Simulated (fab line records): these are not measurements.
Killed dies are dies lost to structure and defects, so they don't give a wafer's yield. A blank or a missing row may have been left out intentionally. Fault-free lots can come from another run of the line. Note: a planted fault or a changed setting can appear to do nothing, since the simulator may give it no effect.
Matching of chambers -- flow gf180mcu -- 4 sister chambers for GF_V3_CMP_26 on cmp-02
The step polishes, stops on SiO2, t overpolish 15 s, target thk 0 nm. 4 wafers are shown with their chamber, then 9 later ones without.

WAFERS, EACH WITH ITS CHAMBER
wafer,chamber,motor current A (A)
L082.3,0,11.4
L085.1,1,14.8
L090.4,3,9.7
L090.6,2,11.9

WAFERS WITH NO CHAMBER GIVEN
wafer,motor current A (A)
L091.1,9.2
L091.2,14.6
L091.3,11.6
L094.2,14.8
L094.4,12.2
L094.5,11.9
L095.1,10.8
L095.3,9.7
L095.6,12.1

WHICH CHAMBER EACH ONE RAN IN
wafer,from the rows above,in truth
L091.1,3,3
L091.2,1,1
L091.3,can't be placed: 0 or 2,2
L094.2,1,1
L094.4,can't be placed: 2 or 0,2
L094.5,can't be placed: 2 or 0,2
L095.1,can't be placed: 0 or 2 or 3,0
L095.3,3,3
L095.6,can't be placed: 2 or 0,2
Correct placement for 4 of the 9. Can't be placed from these rows: 5 (the true chamber is among the candidates in 5). Wrongly placed: 0.
How it was worked out, from the rows above alone: a wafer's distance from a chamber is the root of the sum, over the readings, of the square of ((its reading less the chamber's mean) divided by the reading's scatter). The wafer belongs to the nearest chamber; if the next one is less than 2 further off, it can't be placed. Each chamber's mean is taken over the wafers shown for it. The scatter: with one shown wafer a chamber, the root of the mean of the squares of how far each hidden wafer lies from its nearest shown one.
